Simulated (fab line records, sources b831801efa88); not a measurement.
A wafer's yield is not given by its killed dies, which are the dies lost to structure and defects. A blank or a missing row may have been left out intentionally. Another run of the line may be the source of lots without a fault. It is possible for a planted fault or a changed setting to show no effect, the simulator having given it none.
Which tool is to blame? -- flow gf180mcu -- Sampling: 13 lots, 38 wafers, 3 of 602 route steps

## WHAT EACH GAUGE READ, for each wafer
GF_V2_RS_MEAS_24: uses a four-point probe to measure. Usual: V2_W_RS typically reads 0.327 ohm/sq, with standard deviation 0.0031.
lot,measured,on,V2_W_RS (ohm/sq),flag
L725,day 20 05:08,film-metro-04,0.328 0.329 0.327,
L726,day 20 16:49,film-metro-03,0.327 0.328 0.326,
L727,day 21 18:44,film-metro-04,0.331 0.331 0.333,
L729,day 22 02:38,film-metro-04,0.332 0.328 0.331,
L730,day 22 06:52,film-metro-04,0.322 0.323 0.328,
L733,day 23 16:02,film-metro-04,0.328 0.326 0.329,
L735,day 24 11:04,film-metro-04,0.326 0.326 0.325,
L736,day 24 11:34,film-metro-01,0.326 0.327 0.327,
L737,day 24 14:03,film-metro-01,0.324 0.323 0.326,
L738,day 25 09:14,film-metro-04,0.324 0.323 0.324,
L739,day 25 11:31,film-metro-04,0.321 0.322 0.321,
L741,day 26 08:10,film-metro-01,0.325 0.330,
L747,day 27 13:10,film-metro-04,0.325 0.320 0.323,

GF_V3_CD_MEAS_14: the cd target is 260 nm. Usual: cd-nm at 259.6 nm, with a standard deviation of 1.1.
lot,measured,on,cd-nm (nm),flag
L725,day 22 05:59,cd-sem-02,259.0 258.9 260.0,
L726,day 22 17:41,cd-sem-02,260.9 260.7 260.3,
L727,day 23 15:59,cd-sem-02,260.8 260.3 258.9,
L729,day 24 07:52,cd-sem-02,256.8 258.4 259.1,
L730,day 24 11:04,cd-sem-02,260.2 259.7 260.3,
L733,day 25 14:03,cd-sem-02,258.4 258.7 257.7,
L735,day 26 07:41,cd-sem-01,260.8 262.3 260.4,
L736,day 26 08:07,cd-sem-01,259.7 260.3 260.0,
L737,day 26 11:18,cd-sem-02,259.9 259.7 259.3,
L738,day 27 04:39,cd-sem-01,259.7 259.3 259.3,
L739,day 27 07:18,cd-sem-01,258.5 259.2 259.1,
L741,day 28 02:22,cd-sem-01,262.8 263.3,OFF
L747,day 29 05:48,cd-sem-01,258.9 259.9 258.9,

## WHAT TOOL EACH LOT RAN ON (gives the tool, then ch and the chambers of the sampled wafers, and finally the start)
lot,GF_V3_EXPOSE_11
L725,"krf-scanner-02 ch 0, day 21 18:58"
L726,"krf-scanner-01 ch 0, day 22 06:22"
L727,"krf-scanner-01 ch 0, day 23 06:42"
L729,"krf-scanner-01 ch 0, day 23 19:49"
L730,"krf-scanner-01 ch 0, day 23 23:47"
L733,"krf-scanner-02 ch 0, day 25 04:25"
L735,"krf-scanner-02 ch 0, day 25 20:41"
L736,"krf-scanner-01 ch 0, day 25 21:11"
L737,"krf-scanner-01 ch 0, day 26 01:22"
L738,"krf-scanner-01 ch 0, day 26 17:24"
L739,"krf-scanner-01 ch 0, day 26 21:19"
L741,"krf-scanner-01 ch 0, day 27 15:49"
L747,"krf-scanner-02 ch 0, day 28 22:23"
- GF_V3_EXPOSE_11: exposes mask Via3, target cd 260 nm.

## WHAT THE TOOLS THEMSELVES READ (means of the sampled wafers that have a number; where no wafer has one, the mark that the record gives instead)
GF_V3_EXPOSE_11. Usual: stage-vel-mm-s 499.97 mm/s, standard deviation 0.26.
lot,tool,stage-vel-mm-s (mm/s),flag
L725,krf-scanner-02,499.87,
L726,krf-scanner-01,499.96,
L727,krf-scanner-01,499.47,
L729,krf-scanner-01,499.68,
L730,krf-scanner-01,499.54,
L733,krf-scanner-02,499.75,
L735,krf-scanner-02,499.99,
L736,krf-scanner-01,499.87,
L737,krf-scanner-01,499.81,
L738,krf-scanner-01,500.07,
L739,krf-scanner-01,500.18,
L741,krf-scanner-01,499.96,
L747,krf-scanner-02,499.90,

## THE ANSWER, worked out from the rows above alone
Rule: a lot counts as off when the mean over its wafers that have a number is more than 3 standard deviations away from the usual mean. A lot without any number at a reading at which 4 lots or more have one is off too. All remaining lots with rows at the step are treated as sound. Order of review: gauges by route order, followed by the tools' own readings, for which a lot's mean as printed above is used. At the first step where some lot is off, the reading lying furthest off is the one used; lots without a number count as furthest.
Off: L741 (GF_V3_CD_MEAS_14, cd-nm).
If a tool, at a process step before that reading, ran all the lots that are off and no sound lot after the first of them, it fits. Those tools and the gauges at GF_V3_CD_MEAS_14 are tried in the same way. One fits: GF_V3_EXPOSE_11 on krf-scanner-01. Its last sound lot is L739 (day 26 21:19), its first lot that is off L741 (day 27 15:49): a fault that began between those two fits.

## WHAT WAS PUT IN BY THE SIMULATOR
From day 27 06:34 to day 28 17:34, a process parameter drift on krf-scanner-01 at GF_V3_EXPOSE_11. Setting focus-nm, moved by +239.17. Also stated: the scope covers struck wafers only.
Shown lots that were struck: L741. The same result came from the rule above.
